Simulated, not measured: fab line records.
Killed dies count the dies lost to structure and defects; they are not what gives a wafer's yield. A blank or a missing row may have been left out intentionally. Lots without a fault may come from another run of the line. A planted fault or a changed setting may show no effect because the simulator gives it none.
Struck lot and sound lot, side by side / flow sky130 / 15 out of 708 route steps
Sound: these wafers, L786.3, L786.5, L786.6. The struck wafers were L787.2, L787.3, L787.5. The cause comes at the end.
For every step that has rows: the tool of each side, followed by ch and its chambers, followed by its first start. Under that, the readings that differ: sound wafers / struck wafers / difference of the means / sigmas: that difference in standard deviations of wafers without a fault.
alike: same words and numbers on both sides, and readings whose means sit less than 2 such deviations apart. not compared: any withheld reading, any reading some wafer has no value for, any bound like >300 that may hide the same value, and any number with overlapping values for which the record gives no deviation.
A row with sigmas, a row that says differs or no value, or rows on one side alone: a step with any of these is where the two part. Non-overlapping numbers with no deviation appear without sigmas and do not part them. A reading that every wafer of one side lacks parts them only if that side has two wafers or more.

first, 6 steps without rows for these wafers: SKY_DNWELL_COAT_02 (resist thk 3000 nm); SKY_DNWELL_SOFTBAKE_03; SKY_DNWELL_EXPOSE_04 (exposes mask DNM, target cd 3000 nm); SKY_DNWELL_PEB_05; SKY_DNWELL_DEVELOP_06 (develop time 60 s); SKY_DNWELL_IMPLANT_07.
SKY_DNWELL_STRIP_08: strips in O2/N2.
  sound on plasma-asher-01 ch 0,1, day 4 21:30; struck on plasma-asher-04 ch 1, day 5 10:58
  alike: drypump-motor-current-A, oes-product-au, strip-time-to-endpoint-s
  not compared: rf-hours-counter-h
SKY_DNWELL_TW_MEAS_09:
  sound on film-metro-01, day 4 21:35; struck on film-metro-01, day 5 11:04
  alike: DNWELL_TW
then, 4 steps without rows for these wafers: SKY_PWDE_DEHYDRATE_00 (time 60 s); SKY_PWDE_HMDS_01 (prime time 60 s); SKY_PWDE_COAT_02 (resist thk 3000 nm); SKY_PWDE_SOFTBAKE_03.
SKY_PWDE_EXPOSE_04: exposes mask PWDEM, target cd 840 nm.
  sound on iline-stepper-02 ch 0, day 5 05:10; struck on iline-stepper-02 ch 0, day 5 19:59
reading=mask; sound=PWDEM#0 PWDEM#0 PWDEM#0; struck=PWDEM_R1#0 PWDEM_R1#0 PWDEM_R1#0; difference=differs; sigmas=
next, for these wafers, 1 step has no rows: SKY_PWDE_PEB_05.
-- the record jumps here: 43 days lie between the struck wafers' starts before and after (it left off in module PWDE and takes up again in module PAD_OPEN, whose first step shown is number 708 of the route) --
SKY_PAD_OPEN_PROBE_99:
  sound on prober-01, day 47 12:48; struck on prober-02, day 48 11:20
reading=hold; sound=- - -; struck=await-dispo/1.3h/release await-dispo/1.3h/release await-dispo/1.3h/release; difference=no value on the sound wafers; sigmas=
reading=killed-at-contacts; sound=26 36 32; struck=18 27 17; difference=-11; sigmas=-2
reading=killed-at-front-end; sound=27 21 22; struck=56 79 63; difference=+43; sigmas=+10
reading=killed-dies; sound=97 107 108; struck=128 162 126; difference=+35; sigmas=+4
reading=model.etest.res_p_drift_20v.line-ohm-um; sound=1.122e+04 1.119e+04 1.152e+04; struck=1.053e+04 1.07e+04 1.062e+04; difference=-6.933e+02; sigmas=
reading=model.etest.res_p_drift_20v.width-nm (nm); sound=824.1 833.1 832.9; struck=955.2 950.8 957.5; difference=+124.5; sigmas=
  alike: killed_at_M0_to_M3, killed_at_M4_up, killed-at-other, killed-on-rim, killed-open, killed-short

WHERE THEY PART
Earliest at SKY_PWDE_EXPOSE_04; latest, in this record, at SKY_PAD_OPEN_PROBE_99.

WHY: what had been put in by the simulator
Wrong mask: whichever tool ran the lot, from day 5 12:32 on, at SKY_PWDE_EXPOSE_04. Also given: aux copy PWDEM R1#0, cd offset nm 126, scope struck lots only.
